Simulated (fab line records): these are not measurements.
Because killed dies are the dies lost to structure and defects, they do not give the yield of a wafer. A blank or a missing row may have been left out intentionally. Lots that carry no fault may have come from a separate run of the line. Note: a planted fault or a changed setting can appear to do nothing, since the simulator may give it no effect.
fab line records	flow sky130
record: lots: 12	wafers: 36	last_day: 49
route steps=708 shown CAPM@550 PASSIVATION@683 PAD_OPEN@707
lots with no fault: from the same line, run without faults
start_h: the number of hours between the record's first day and the start of the first shown wafer of the lot	wait_h: how many hours have passed since the lot's step before this one	" identical to the entry in the row above	L1.1+2: several wafers, shown together as one row	- either no value or no given start	* or withheld: withheld	< > ~ a bound
route shown NAME@n: NAME is a module with steps in the file, n the number in the route of the first one	usual: mean/standard deviation taken from wafers without a fault	same: alike in all rows	chamber/n: place in a boat	sites: each site's reading	_std_site: standard deviation of those values	_edge_site: the outer-site mean with the inner-site mean subtracted	radius_mm: how far each site lies from the wafer's centre	mask NAME#n: copy n	behind: the most recent tool/chamber to have shaped the wafer	hold: what put the lot on hold/how long, in hours/how the hold closed	device: whichever transistor did not switch (one of n, p or np)	end of line: the same wafers' tests at the end of the route	a step with no rows: only its recipe	killed: dies that structure and defects cost at the first sort, which is not the same as the wafer's yield	map: dies across one wafer; x = killed, . = not, _ = none there
set.NAME: the setting that was run; set.NAME@STEP: the one run at that earlier step	model.NAME: the simulator's own value behind a step, which no gauge read
one table for each step of the route and one row for each wafer, over a sample of lots
services: a tool's chamber out of use, with start hour (start_h, from the record's first day; less than 0 if before it), hours out, and reason
== steps ==
step: SKY_CAPM_METAL_ETCH_13
recipe: target_depth_nm: 220	stop_on: SiO2	chemistry: Cl2/BCl3	target: TiN	pressure_mtorr: 10	icp_w: 900	bias_w: 48.5	Cl2_flow_sccm: 60	bcl3_flow_sccm: 30	time_s: 62.9
usual: drypump_motor_current_A: 5.5/0.59	oes_product_au: 0.941/0.0069	throttle_valve_pct: 21.901/0.01
lot.wafer	tool	chamber	start_h	wait_h	drypump_motor_current_A	oes_product_au	rf_hours_counter_h	throttle_valve_pct
L983.1	rie_metal-02	0	864.10	0.0	5.2	0.942	9	21.897
L983.2	"	1	"	"	4.8	0.941	15	21.901
L983.5	"	0	"	"	5.2	0.936	-	21.903
L984.2	rie_metal-02	0	875.36	0.0	5.2	0.944	10	21.893
L984.3	"	1	"	"	4.8	0.951	-	21.896
L984.5	"	1	"	"	4.8	0.933	-	21.907
L985.2	rie_metal-02	0	886.48	0.0	5.2	0.953	-	21.883
L985.4	"	0	"	"	5.2	0.954	-	21.896
L985.6	"	0	"	"	5.2	0.946	-	21.918
L986.1	rie_metal-03	1	892.82	0.0	6.7	0.944	6	21.899
L986.2	"	0	"	"	5.4	0.934	1	21.905
L986.3	"	1	"	"	6.7	0.942	-	21.895
L988.2	rie_metal-02	0	904.94	0.0	5.2	0.935	-	21.897
L988.4	"	0	"	"	5.2	0.946	-	21.908
L988.5	"	0	"	"	5.2	0.932	-	21.886
L989.2	rie_metal-02	0	913.29	0.0	5.2	0.943	-	21.897
L989.3	"	0	"	"	5.2	0.943	-	21.901
L989.4	"	0	"	"	5.2	0.934	-	21.917
L990.1	rie_metal-02	0	924.97	0.0	5.2	0.938	12	21.890
L990.3	"	1	"	"	4.8	0.941	-	21.910
L990.4	"	0	"	"	5.2	0.936	-	21.901
L992.1	rie_metal-02	1	931.20	0.0	4.8	0.931	1	21.890
L992.2	"	1	"	"	4.8	0.932	-	21.909
L992.4	"	1	"	"	4.8	0.948	-	21.901
L994.1	rie_metal-01	0	953.52	0.0	6.0	0.947	14	21.905
L994.4	"	0	"	"	6.0	0.942	-	21.898
L994.5	"	1	"	"	6.0	0.940	-	21.890
L997.1	rie_metal-02	0	974.20	0.0	5.2	0.951	14	21.900
L997.4	"	0	"	"	5.2	0.938	-	21.902
L997.6	"	0	"	"	5.2	0.946	-	21.900
L100.1	rie_metal-02	0	993.90	0.0	5.2	0.926	15	21.920
L100.2	"	1	"	"	4.8	0.946	4	21.888
L100.3	"	1	"	"	4.8	0.944	-	21.891
L102.2	rie_metal-03	0	1001.80	0.0	5.4	0.929	5	21.915
L102.3	"	0	"	"	5.4	0.942	-	21.900
L102.4	"	1	"	"	6.7	0.933	-	21.909
step: SKY_PASSIVATION_CVD_02
recipe: material: Si3N4	target_thk_nm: 540	temp_c: 400	time_s: withheld	rf_w: 450
usual: heater_power_w: 699/84
lot.wafer	tool	chamber	start_h	wait_h	heater_power_w
L983.1	pecvd-04	2	1017.04	0.1	662
L983.2	"	1	"	"	824
L983.5	"	1	"	"	661
L984.2	pecvd-03	2	1029.34	0.0	676
L984.3	"	0	"	"	672
L984.5	"	1	"	"	661
L985.2	pecvd-04	0	1039.33	0.0	662
L985.4	"	2	"	"	748
L985.6	"	1	"	"	809
L986.1	pecvd-04	1	1041.66	0.1	703
L986.2	"	2	"	"	793
L986.3	"	0	"	"	714
L988.2	pecvd-03	0	1054.42	0.0	664
L988.4	"	1	"	"	648
L988.5	"	2	"	"	623
L989.2	pecvd-03	0	1063.24	0.0	562
L989.3	"	1	"	"	616
L989.4	"	1	"	"	670
L990.1	pecvd-02	0	1072.68	0.1	801
L990.3	"	2	"	"	852
L990.4	"	1	"	"	769
L992.1	pecvd-04	1	1079.83	0.1	806
L992.2	"	0	"	"	603
L992.4	"	1	"	"	850
L994.1	pecvd-03	1	1097.89	0.1	615
L994.4	"	0	"	"	678
L994.5	"	1	"	"	628
L997.1	pecvd-02	1	1113.67	0.1	821
L997.4	"	2	"	"	705
L997.6	"	1	"	"	657
L100.1	pecvd-02	0	1129.88	0.1	766
L100.2	"	2	"	"	765
L100.3	"	1	"	"	758
L102.2	pecvd-03	2	1135.33	0.0	642
L102.3	"	1	"	"	611
L102.4	"	0	"	"	523
step: SKY_PASSIVATION_ETCH_11
recipe: chemistry: CF4/O2	target_depth_nm: 725	stop_on: AlCu	source_w: 800	bias_w: 150	pressure_mtorr: 150	cf4_flow_sccm: 80	O2_flow_sccm: 10	time_s: 161.1
usual: cf4_flow_sccm: 79.98/0.25	drypump_motor_current_A: 5.7/0.47	oes_product_au: 0.977/0.0068	throttle_valve_pct: 5.965/0.0085
lot.wafer	tool	chamber	start_h	wait_h	cf4_flow_sccm	drypump_motor_current_A	oes_product_au	rf_hours_counter_h	throttle_valve_pct
L983.1	rie_diel-02	1	1039.73	-	80.18	5.9	0.978	30	5.986
L983.2	"	0	"	"	80.22	4.8	0.979	15	5.966
L983.5	"	3	"	"	80.24	6.0	0.984	-	5.971
L984.2	rie_diel-04	2	1052.68	-	80.23	4.9	0.981	11	5.960
L984.3	"	0	"	"	80.02	5.5	0.974	21	5.958
L984.5	"	3	"	"	80.02	6.0	0.981	-	5.963
L985.2	rie_diel-04	0	1061.08	-	79.76	5.5	0.974	22	5.975
L985.4	"	3	"	"	80.03	6.0	0.984	7	5.971
L985.6	"	0	"	"	79.77	5.5	0.985	-	5.981
L986.1	rie_diel-04	2	1063.98	-	79.84	4.9	0.971	11	5.960
L986.2	"	0	"	"	79.72	5.5	0.981	22	5.963
L986.3	"	1	"	"	79.52	6.6	0.965	13	5.954
L988.2	rie_diel-02	3	1075.44	-	79.92	6.0	0.972	25	5.967
L988.4	"	2	"	"	80.23	5.7	0.982	27	5.970
L988.5	"	2	"	"	80.18	5.8	0.983	-	5.964
L989.2	rie_diel-01	1	1083.98	-	79.86	5.4	0.969	8	5.964
L989.3	"	3	"	"	80.84	5.8	0.976	16	5.950
L989.4	"	2	"	"	80.31	5.9	0.977	18	5.974
L990.1	rie_diel-02	1	1092.28	-	79.65	6.0	0.980	1	5.962
L990.3	"	0	"	"	80.04	4.8	0.971	18	5.974
L990.4	"	3	"	"	80.20	6.0	0.981	26	5.964
L992.1	rie_diel-02	0	1100.38	-	79.90	4.8	0.985	18	5.952
L992.2	"	3	"	"	80.22	5.9	0.979	26	5.969
L992.4	"	1	"	"	79.76	5.9	0.972	-	5.970
L994.1	rie_diel-01	0	1117.13	-	80.06	6.3	0.968	20	5.961
L994.4	"	3	"	"	79.81	5.9	0.973	-	5.957
L994.5	"	2	"	"	79.91	5.9	0.977	-	5.963
L997.1	rie_diel-02	2	1132.58	-	79.73	5.7	0.964	28	5.972
L997.4	"	3	"	"	79.60	6.0	0.973	28	5.964
L997.6	"	1	"	"	80.19	5.9	0.984	-	5.961
L100.1	rie_diel-01	3	1148.18	-	80.05	5.8	0.964	19	5.962
L100.2	"	1	"	"	79.77	5.4	0.967	9	5.954
L100.3	"	2	"	"	79.91	5.9	0.966	20	5.955
L102.2	rie_diel-01	1	1153.18	-	79.98	5.4	0.979	10	5.974
L102.3	"	2	"	"	79.83	5.9	0.978	20	5.969
L102.4	"	0	"	"	80.31	6.3	0.977	22	5.972
step: SKY_PAD_OPEN_BOW_MEAS_13
recipe: mode: bow
usual: PAD_OPEN_BOW: 48/8.1
lot.wafer	tool	chamber	start_h	wait_h	PAD_OPEN_BOW[um]
L983.1	film_metro-04	-	1063.98	-	46
L983.2	"	-	"	"	39
L983.5	"	-	"	"	49
L984.2	film_metro-04	-	1076.01	-	60
L984.3	"	-	"	"	52
L984.5	"	-	"	"	59
L985.2	film_metro-03	-	1083.40	-	53
L985.4	"	-	"	"	35
L985.6	"	-	"	"	40
L986.1	film_metro-04	-	1086.54	-	42
L986.2	"	-	"	"	43
L986.3	"	-	"	"	52
L988.2	film_metro-04	-	1098.31	-	41
L988.4	"	-	"	"	47
L988.5	"	-	"	"	46
L989.2	film_metro-01	-	1107.08	-	36
L989.3	"	-	"	"	56
L989.4	"	-	"	"	40
L990.1	film_metro-04	-	1114.28	-	45
L990.3	"	-	"	"	45
L990.4	"	-	"	"	47
L992.1	film_metro-03	-	1121.89	-	35
L992.2	"	-	"	"	34
L992.4	"	-	"	"	53
L994.1	film_metro-04	-	1138.36	-	52
L994.4	"	-	"	"	60
L994.5	"	-	"	"	48
L997.1	film_metro-01	-	1153.37	-	46
L997.4	"	-	"	"	40
L997.6	"	-	"	"	50
L100.1	film_metro-03	-	1168.40	-	59
L100.2	"	-	"	"	51
L100.3	"	-	"	"	61
L102.2	film_metro-01	-	1172.99	-	43
L102.3	"	-	"	"	34
L102.4	"	-	"	"	38
step: SKY_PAD_OPEN_PROBE_99
usual: defect_limited_yield: 82.2/1.9	killed_at_M0_to_M3: 44/7.2	killed_at_M4_up: 3.0/1.9	killed_at_contacts: 25/4.8	killed_at_front_end: 16/4.2	killed_at_other: 0.2/0.44	killed_dies: 88/9.3	killed_open: 48/7.1	killed_short: 40/6.5	sort_bin_3_pad_short: 0.9/0.4	sort_bin_5_function: 10.5/1.5	sort_bin_6_memory: 6.5/0.98	sort_n_pass: 404/9.3	sort_yield_pct: 82.2/1.9
same: gross_dies: 492	killed_at_back_side: 0	sort_bin_4_leakage[%]: 0	sort_bin_8_speed[%]: 0
lot.wafer	tool	chamber	start_h	wait_h	defect_limited_yield[%]	killed_at_M0_to_M3	killed_at_M4_up	killed_at_contacts	killed_at_front_end	killed_at_other	killed_dies	killed_open	killed_short	sort_bin_3_pad_short[%]	sort_bin_5_function[%]	sort_bin_6_memory[%]	sort_n_pass	sort_yield_pct[%]
L983.1	prober-02	-	1064.10	0.1	81.1	57	3	22	11	0	93	43	50	1.8	9.6	7.5	399	81.1
L983.2	prober-02	-	1064.15	0.1	82.1	42	2	32	12	0	88	53	35	0.6	11.0	6.3	404	82.1
L983.5	prober-02	-	1064.30	0.2	82.9	50	3	19	12	0	84	46	38	1.0	11.6	4.5	408	82.9
L984.2	prober-01	-	1076.16	0.1	83.5	51	1	19	10	0	81	45	36	0.8	10.2	5.5	411	83.5
L984.3	prober-01	-	1076.21	0.2	80.9	55	1	25	13	0	94	47	47	1.4	10.6	7.1	398	80.9
L984.5	prober-01	-	1076.31	0.2	82.5	46	3	21	16	0	86	41	45	1.0	11.6	4.9	406	82.5
L985.2	prober-02	-	1083.55	0.1	79.9	56	4	20	18	1	99	56	43	0.6	13.2	6.3	393	79.9
L985.4	prober-02	-	1083.65	0.2	81.7	40	6	26	18	0	90	58	32	1.0	11.6	5.7	402	81.7
L985.6	prober-02	-	1083.75	0.2	83.5	34	4	27	16	0	81	45	36	1.2	8.5	6.7	411	83.5
L986.1	prober-01	-	1086.66	0.1	82.7	29	6	28	21	1	85	44	41	0.8	9.6	6.9	407	82.7
L986.2	prober-01	-	1086.71	0.1	80.7	44	3	29	19	0	95	56	39	0.6	11.6	7.1	397	80.7
L986.3	prober-01	-	1086.76	0.2	83.5	41	4	21	14	1	81	42	39	1.4	11.0	4.1	411	83.5
L988.2	prober-02	-	1098.46	0.1	79.7	62	5	20	13	0	100	57	43	1.2	11.6	7.5	392	79.7
L988.4	prober-02	-	1098.56	0.2	82.7	39	5	26	15	0	85	46	39	0.8	10.0	6.5	407	82.7
L988.5	prober-02	-	1098.61	0.2	82.5	46	0	25	15	0	86	52	34	1.0	9.3	7.1	406	82.5
L989.2	prober-02	-	1107.23	0.1	80.7	38	3	26	28	0	95	51	44	1.0	12.0	6.3	397	80.7
L989.3	prober-02	-	1107.28	0.2	79.5	54	4	27	16	0	101	43	58	1.4	12.0	7.1	391	79.5
L989.4	prober-02	-	1107.33	0.2	83.3	44	2	21	15	0	82	47	35	0.6	10.0	6.1	410	83.3
L990.1	prober-01	-	1114.40	0.1	84.6	45	4	19	8	0	76	45	31	0.8	8.3	6.3	416	84.6
L990.3	prober-01	-	1114.50	0.2	80.7	40	7	36	12	0	95	50	45	0.8	11.4	7.1	397	80.7
L990.4	prober-01	-	1114.55	0.2	85.4	33	3	25	11	0	72	43	29	0.6	9.1	4.9	420	85.4
L992.1	prober-01	-	1122.01	0.1	83.7	36	3	27	14	0	80	46	34	0.6	10.0	5.7	412	83.7
L992.2	prober-01	-	1122.06	0.1	82.5	46	1	28	11	0	86	38	48	0.4	11.2	5.9	406	82.5
L992.4	prober-01	-	1122.16	0.2	82.5	46	3	24	13	0	86	50	36	1.6	8.1	7.7	406	82.5
L994.1	prober-01	-	1138.48	0.1	83.5	34	5	28	14	0	81	43	38	0.6	10.8	5.1	411	83.5
L994.4	prober-01	-	1138.63	0.2	81.7	49	4	17	20	0	90	53	37	0.8	12.0	5.5	402	81.7
L994.5	prober-01	-	1138.68	0.2	81.9	45	6	22	16	0	89	43	46	1.2	11.4	5.5	403	81.9
L997.1	prober-02	-	1153.49	0.1	69.1	50	3	13	14	72	152	44	36	4.7	18.3	7.9	340	69.1
L997.4	prober-02	-	1153.64	0.2	66.7	38	2	28	22	74	164	48	43	5.1	20.7	7.5	328	66.7
L997.6	prober-02	-	1153.74	0.2	71.7	30	2	17	22	68	139	39	33	5.1	16.7	6.5	353	71.7
L100.1	prober-01	-	1168.52	0.1	72.0	32	4	17	15	70	138	29	39	4.9	16.5	6.7	354	72.0
L100.2	prober-01	-	1168.57	0.1	71.7	27	2	25	23	62	139	46	31	4.7	16.5	7.1	353	71.7
L100.3	prober-01	-	1168.62	0.2	71.7	40	4	16	19	60	139	47	32	5.9	16.9	5.5	353	71.7
L102.2	prober-01	-	1173.14	0.1	79.9	54	6	18	20	1	99	58	41	1.2	12.2	6.7	393	79.9
L102.3	prober-01	-	1173.19	0.2	82.9	34	1	27	22	0	84	39	45	1.2	10.2	5.7	408	82.9
L102.4	prober-01	-	1173.24	0.2	80.3	45	3	27	22	0	97	52	45	1.6	11.0	7.1	395	80.3
killed by level:class
L983.1 METAL2:geometric_particle:short=10 VIA1:geometric_particle:short=9 VIA1:geometric_particle:open=9 CONTACT:geometric_particle:open=6 CONTACT:geometric_particle:short=6 VIA2:geometric_particle:open=6 VIA3:geometric_particle:open=6 METAL1:geometric_particle:short=6
L983.2 CONTACT:geometric_particle:open=12 VIA1:geometric_particle:open=10 LI_CONTACT:geometric_particle:open=8 METAL2:geometric_particle:short=8 VIA3:geometric_particle:short=6 VIA3:geometric_particle:open=6 POLY_GATE:geometric_particle:open=5 LI_CONTACT:geometric_particle:short=5
L983.5 VIA1:geometric_particle:open=12 CONTACT:geometric_particle:open=10 VIA3:geometric_particle:open=9 VIA1:geometric_particle:short=7 METAL2:geometric_particle:short=6 LI_CONTACT:geometric_particle:open=5 SPACER:geometric_particle:short=4 METAL1:geometric_particle:short=4
L984.2 VIA1:geometric_particle:open=14 VIA3:geometric_particle:open=7 METAL1:geometric_particle:short=7 VIA1:geometric_particle:short=7 VIA2:geometric_particle:open=6 CONTACT:geometric_particle:open=6 LI_CONTACT:geometric_particle:open=5 CONTACT:geometric_particle:short=5
L984.3 VIA1:geometric_particle:open=15 VIA1:geometric_particle:short=10 CONTACT:geometric_particle:open=9 METAL1:geometric_particle:short=8 VIA3:geometric_particle:open=8 FIELD_ISO:geometric_particle:short=5 LI_CONTACT:geometric_particle:open=4 LI_CONTACT:geometric_particle:short=4
L984.5 VIA1:geometric_particle:open=15 CONTACT:geometric_particle:open=6 METAL2:geometric_particle:short=6 POLY_GATE:geometric_particle:short=5 LI_CONTACT:geometric_particle:open=5 METAL1:geometric_particle:short=5 CONTACT:geometric_particle:short=4 VIA1:geometric_particle:short=4
L985.2 VIA1:geometric_particle:open=12 CONTACT:geometric_particle:open=10 VIA1:geometric_particle:short=9 METAL1:geometric_particle:short=9 FIELD_ISO:geometric_particle:open=7 VIA3:geometric_particle:open=7 VIA2:geometric_particle:open=6 FIELD_ISO:geometric_particle:short=5
L985.4 VIA1:geometric_particle:open=12 CONTACT:geometric_particle:open=10 LI_CONTACT:geometric_particle:open=6 VIA3:geometric_particle:open=6 CONTACT:geometric_particle:short=5 METAL1:geometric_particle:short=5 POLY_GATE:geometric_particle:open=4 SPACER:geometric_particle:open=4
L985.6 CONTACT:geometric_particle:open=12 CONTACT:geometric_particle:short=7 METAL1:geometric_particle:short=6 VIA3:geometric_particle:open=6 LI_CONTACT:geometric_particle:open=5 VIA1:geometric_particle:open=5 SPACER:geometric_particle:open=4 VIA3:geometric_particle:short=4
L986.1 LI_CONTACT:geometric_particle:open=12 CONTACT:geometric_particle:open=9 FIELD_ISO:geometric_particle:open=8 POLY_GATE:geometric_particle:short=7 VIA2:geometric_particle:short=6 METAL2:geometric_particle:short=5 METAL4:geometric_particle:short=5 POLY_GATE:geometric_particle:open=3
L986.2 CONTACT:geometric_particle:open=9 VIA2:geometric_particle:open=9 VIA3:geometric_particle:open=9 POLY_GATE:geometric_particle:open=7 FIELD_ISO:geometric_particle:open=6 LI_CONTACT:geometric_particle:open=6 CONTACT:geometric_particle:short=5 METAL2:geometric_particle:short=5
L986.3 CONTACT:geometric_particle:open=9 VIA1:geometric_particle:open=9 VIA1:geometric_particle:short=8 FIELD_ISO:geometric_particle:short=7 CONTACT:geometric_particle:short=7 VIA3:geometric_particle:open=7 VIA2:geometric_particle:open=5 LI_CONTACT:geometric_particle:open=4
L988.2 VIA1:geometric_particle:open=18 LI_CONTACT:geometric_particle:open=8 METAL1:geometric_particle:short=7 VIA1:geometric_particle:short=7 VIA2:geometric_particle:open=7 METAL2:geometric_particle:short=6 CONTACT:geometric_particle:open=6 VIA3:geometric_particle:open=5
L988.4 VIA1:geometric_particle:open=14 LI_CONTACT:geometric_particle:short=6 LI_CONTACT:geometric_particle:open=6 CONTACT:geometric_particle:open=6 VIA2:geometric_particle:open=6 FIELD_ISO:geometric_particle:short=5 VIA3:geometric_particle:open=5 FIELD_ISO:geometric_particle:open=4
L988.5 CONTACT:geometric_particle:open=14 VIA3:geometric_particle:open=10 VIA1:geometric_particle:open=8 VIA1:geometric_particle:short=5 METAL2:geometric_particle:short=5 METAL1:geometric_particle:short=4 POLY_GATE:geometric_particle:short=3 LI_CONTACT:geometric_particle:open=3
L989.2 CONTACT:geometric_particle:open=11 VIA1:geometric_particle:open=9 LI_CONTACT:geometric_particle:open=7 POLY_GATE:geometric_particle:short=6 METAL2:geometric_particle:short=6 POLY_GATE:geometric_particle:open=5 FIELD_ISO:geometric_particle:short=4 METAL1:geometric_particle:short=4
L989.3 LI_CONTACT:geometric_particle:open=9 VIA2:geometric_particle:short=9 VIA1:geometric_particle:open=8 VIA2:geometric_particle:open=8 METAL1:geometric_particle:short=7 CONTACT:geometric_particle:open=7 LOCAL_INTERCONNECT:geometric_particle:short=5 VIA1:geometric_particle:short=5
L989.4 VIA3:geometric_particle:open=7 VIA2:geometric_particle:open=7 CONTACT:geometric_particle:open=7 VIA1:geometric_particle:short=7 FIELD_ISO:geometric_particle:open=6 LI_CONTACT:geometric_particle:open=6 VIA1:geometric_particle:open=6 LOCAL_INTERCONNECT:geometric_particle:short=5
L990.1 CONTACT:geometric_particle:open=10 VIA1:geometric_particle:open=9 VIA1:geometric_particle:short=6 LI_CONTACT:geometric_particle:open=5 VIA3:geometric_particle:open=5 VIA2:geometric_particle:open=5 VIA3:geometric_particle:short=5 FIELD_ISO:geometric_particle:open=4
L990.3 LI_CONTACT:geometric_particle:open=15 CONTACT:geometric_particle:open=7 VIA3:geometric_particle:open=7 METAL4:geometric_particle:short=7 CONTACT:geometric_particle:short=6 VIA2:geometric_particle:short=6 FIELD_ISO:geometric_particle:open=5 LOCAL_INTERCONNECT:geometric_particle:short=5
L990.4 LI_CONTACT:geometric_particle:open=9 CONTACT:geometric_particle:open=8 VIA1:geometric_particle:open=8 FIELD_ISO:geometric_particle:short=6 VIA3:geometric_particle:open=5 VIA2:geometric_particle:open=5 LI_CONTACT:geometric_particle:short=3 VIA1:geometric_particle:short=3
L992.1 VIA1:geometric_particle:open=14 CONTACT:geometric_particle:open=11 CONTACT:geometric_particle:short=7 FIELD_ISO:geometric_particle:open=5 LI_CONTACT:geometric_particle:open=5 VIA3:geometric_particle:open=5 METAL2:geometric_particle:short=4 LI_CONTACT:geometric_particle:short=3
L992.2 VIA1:geometric_particle:open=9 VIA3:geometric_particle:open=9 LI_CONTACT:geometric_particle:short=6 CONTACT:geometric_particle:short=6 METAL1:geometric_particle:short=6 LOCAL_INTERCONNECT:geometric_particle:short=5 CONTACT:geometric_particle:open=5 VIA1:geometric_particle:short=5
L992.4 VIA3:geometric_particle:open=11 VIA1:geometric_particle:open=10 CONTACT:geometric_particle:open=9 CONTACT:geometric_particle:short=7 METAL2:geometric_particle:short=6 VIA2:geometric_particle:short=6 FIELD_ISO:geometric_particle:open=5 METAL2:geometric_particle:open=4
L994.1 CONTACT:geometric_particle:open=10 LI_CONTACT:geometric_particle:open=8 METAL1:geometric_particle:short=8 VIA2:geometric_particle:open=7 CONTACT:geometric_particle:short=5 METAL2:geometric_particle:short=5 VIA1:geometric_particle:open=4 VIA3:geometric_particle:open=4
L994.4 VIA1:geometric_particle:open=9 VIA3:geometric_particle:open=9 LI_CONTACT:geometric_particle:open=6 VIA2:geometric_particle:open=5 METAL1:geometric_particle:short=5 VIA2:geometric_particle:short=5 FIELD_ISO:geometric_particle:short=4 POLY_GATE:geometric_particle:open=4
L994.5 CONTACT:geometric_particle:open=12 VIA2:geometric_particle:open=10 METAL2:geometric_particle:short=8 VIA1:geometric_particle:short=7 POLY_GATE:geometric_particle:open=5 POLY_GATE:geometric_particle:short=5 VIA1:geometric_particle:open=5 METAL4:geometric_particle:short=5
L997.1 CAPM:unspecified=72 VIA3:geometric_particle:open=10 VIA1:geometric_particle:open=8 VIA1:geometric_particle:short=7 METAL1:geometric_particle:short=7 VIA2:geometric_particle:open=7 METAL2:geometric_particle:short=6 CONTACT:geometric_particle:open=4
L997.4 CAPM:unspecified=73 CONTACT:geometric_particle:open=12 VIA1:geometric_particle:open=12 POLY_GATE:geometric_particle:short=9 VIA2:geometric_particle:open=6 POLY_GATE:geometric_particle:open=5 METAL1:geometric_particle:short=5 VIA1:geometric_particle:short=5
L997.6 CAPM:unspecified=67 LI_CONTACT:geometric_particle:open=8 POLY_GATE:geometric_particle:short=7 VIA1:geometric_particle:open=7 CONTACT:geometric_particle:open=6 POLY_GATE:geometric_particle:open=5 METAL1:geometric_particle:short=5 VIA3:geometric_particle:open=5
L100.1 CAPM:unspecified=70 VIA1:geometric_particle:open=6 CONTACT:geometric_particle:short=5 METAL2:geometric_particle:short=5 VIA3:geometric_particle:open=5 FIELD_ISO:geometric_particle:open=4 POLY_GATE:geometric_particle:short=4 LOCAL_INTERCONNECT:geometric_particle:short=4
L100.2 CAPM:unspecified=62 VIA1:geometric_particle:open=9 CONTACT:geometric_particle:short=8 CONTACT:geometric_particle:open=8 FIELD_ISO:geometric_particle:short=7 LI_CONTACT:geometric_particle:open=6 POLY_GATE:geometric_particle:open=5 VIA3:geometric_particle:open=4
L100.3 CAPM:unspecified=60 LI_CONTACT:geometric_particle:open=7 VIA1:geometric_particle:open=7 VIA2:geometric_particle:open=7 FIELD_ISO:geometric_particle:short=5 CONTACT:geometric_particle:open=5 FIELD_ISO:geometric_particle:open=4 POLY_GATE:geometric_particle:short=4
L102.2 VIA1:geometric_particle:open=12 VIA2:geometric_particle:open=11 CONTACT:geometric_particle:open=10 FIELD_ISO:geometric_particle:open=9 METAL2:geometric_particle:short=7 FIELD_ISO:geometric_particle:short=6 METAL1:geometric_particle:short=6 VIA3:geometric_particle:open=5
L102.3 CONTACT:geometric_particle:open=10 CONTACT:geometric_particle:short=7 POLY_GATE:geometric_particle:open=6 LI_CONTACT:geometric_particle:open=6 METAL2:geometric_particle:short=6 FIELD_ISO:geometric_particle:short=5 METAL1:geometric_particle:short=5 VIA1:geometric_particle:short=4
L102.4 VIA1:geometric_particle:open=11 FIELD_ISO:geometric_particle:open=10 CONTACT:geometric_particle:open=8 FIELD_ISO:geometric_particle:short=7 METAL2:geometric_particle:short=7 LI_CONTACT:geometric_particle:open=6 LOCAL_INTERCONNECT:geometric_particle:short=6 VIA1:geometric_particle:short=6
== services ==
tool	chamber	start_h	hours	kind
pecvd-02	2	848.94	4.7	repair
pecvd-02	0	850.20	6.1	repair
pecvd-03	2	866.77	3.8	repair
pecvd-04	1	868.91	11.1	repair
rie_diel-04	2	886.24	5.4	repair
rie_diel-02	0	893.98	4.1	repair
rie_diel-02	3	907.30	4.8	repair
rie_metal-02	0	927.23	11.1	repair
rie_metal-02	-	946.12	0.6	repair
pecvd-02	2	946.32	4.1	repair
rie_diel-04	1	950.72	9.9	repair
rie_metal-02	-	976.11	0.2	repair
rie_diel-02	1	1016.19	3.3	repair
pecvd-03	0	1042.47	5.8	repair
rie_diel-02	3	1047.97	2.8	repair
rie_diel-01	-	1048.94	15.6	pm
pecvd-04	-	1055.57	6.0	pm
pecvd-04	1	1085.54	26.5	repair
rie_diel-02	-	1089.47	2.2	repair
rie_diel-02	2	1093.56	15.3	repair
rie_diel-01	1	1108.61	15.4	repair
pecvd-04	0	1109.65	24.3	repair
pecvd-04	-	1119.50	14.6	pm
pecvd-04	-	1139.79	3.0	repair
== key ==
first_sign: step: SKY_PAD_OPEN_PROBE_99	reading: killed_at_other	direction: up	sigmas: 67	usual: 0.2	struck: 67.7
effect: step: SKY_PAD_OPEN_PROBE_99	reading: sort_bin_3_pad_short	direction: up	sigmas: 11	usual: 0.9	struck: 5.0
met_at SKY_CAPM_METAL_ETCH_13
struck_lots L997,L100
not_acting_at SKY_PASSIVATION_CVD_02,SKY_PASSIVATION_ETCH_11,SKY_PAD_OPEN_BOW_MEAS_13
onset_between 931.20 974.20
fault: kind: chamber_particle_source	tool: rie_metal-02	chamber: -	onset_h: 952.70	steps: SKY_CAPM_METAL_ETCH_13	rate_per_visit_cm2: 2.0363	end_h: 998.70
